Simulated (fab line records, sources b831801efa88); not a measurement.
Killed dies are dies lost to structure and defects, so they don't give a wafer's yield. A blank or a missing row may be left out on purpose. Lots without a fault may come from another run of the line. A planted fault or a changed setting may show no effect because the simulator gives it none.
Chamber matching | flow sfq_line | SFQ_TRILAYER_I2_CMP_CMP_064 on cmp-02: 4 sister chambers
The step polishes SiO2. 8 wafers are shown with their chamber, then 8 later ones without.

WAFERS WITH THEIR CHAMBER
wafer  | chamber | motor_current_A (A) | edge_zone_pressure_frac
L309.3 | 0       | 11.7                | 0.996
L309.6 | 2       | 10.1                | 0.998
L310.2 | 3       | 10.9                | 0.997
L310.6 | 1       | 11.5                | 0.998
L312.1 | 0       | 11.2                | 0.998
L312.2 | 2       | 10.0                | 1.001
L312.4 | 1       | 10.8                | 0.996
L313.4 | 3       | 11.1                | 0.995

WAFERS WITHOUT THEIR CHAMBER
wafer  | motor_current_A (A) | edge_zone_pressure_frac
L313.1 | 11.5                | 0.997
L313.6 | 11.0                | 1.002
L315.4 | 11.2                | 0.997
L315.5 | 10.5                | 1.007
L315.6 | 11.3                | 1.003
L323.5 | 11.1                | 1.001
L325.4 | 11.1                | 1.001
L325.5 | 10.4                | 0.995

WHICH CHAMBER EACH WENT THROUGH
wafer  | from the rows above               | in truth
L313.1 | can't be placed: 0 or 1 or 3      | 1
L313.6 | can't be placed: 1 or 2 or 0 or 3 | 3
L315.4 | can't be placed: 1 or 0 or 3      | 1
L315.5 | can't be placed: 2 or 1           | 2
L315.6 | can't be placed: 0 or 1 or 3 or 2 | 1
L323.5 | can't be placed: 1 or 0 or 3 or 2 | 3
L325.4 | can't be placed: 1 or 0 or 3 or 2 | 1
L325.5 | can't be placed: 3 or 1 or 2 or 0 | 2
Placed correctly: 0 of 8. Can't be placed from these rows: 8 (the true chamber is among the candidates in 8). Placed wrongly: 0.
How it was worked out, from the rows above alone: a wafer's distance from a chamber is the root of the sum, over the readings, of the square of ((its reading less the chamber's mean) divided by the reading's scatter). The wafer belongs to the nearest chamber; if the next one is less than 2 further off, it can't be placed. A chamber's mean is the mean of its shown wafers. The scatter: the root of (the sum of the squares of (reading less its chamber's mean) over the shown wafers, divided by (wafers less chambers)).
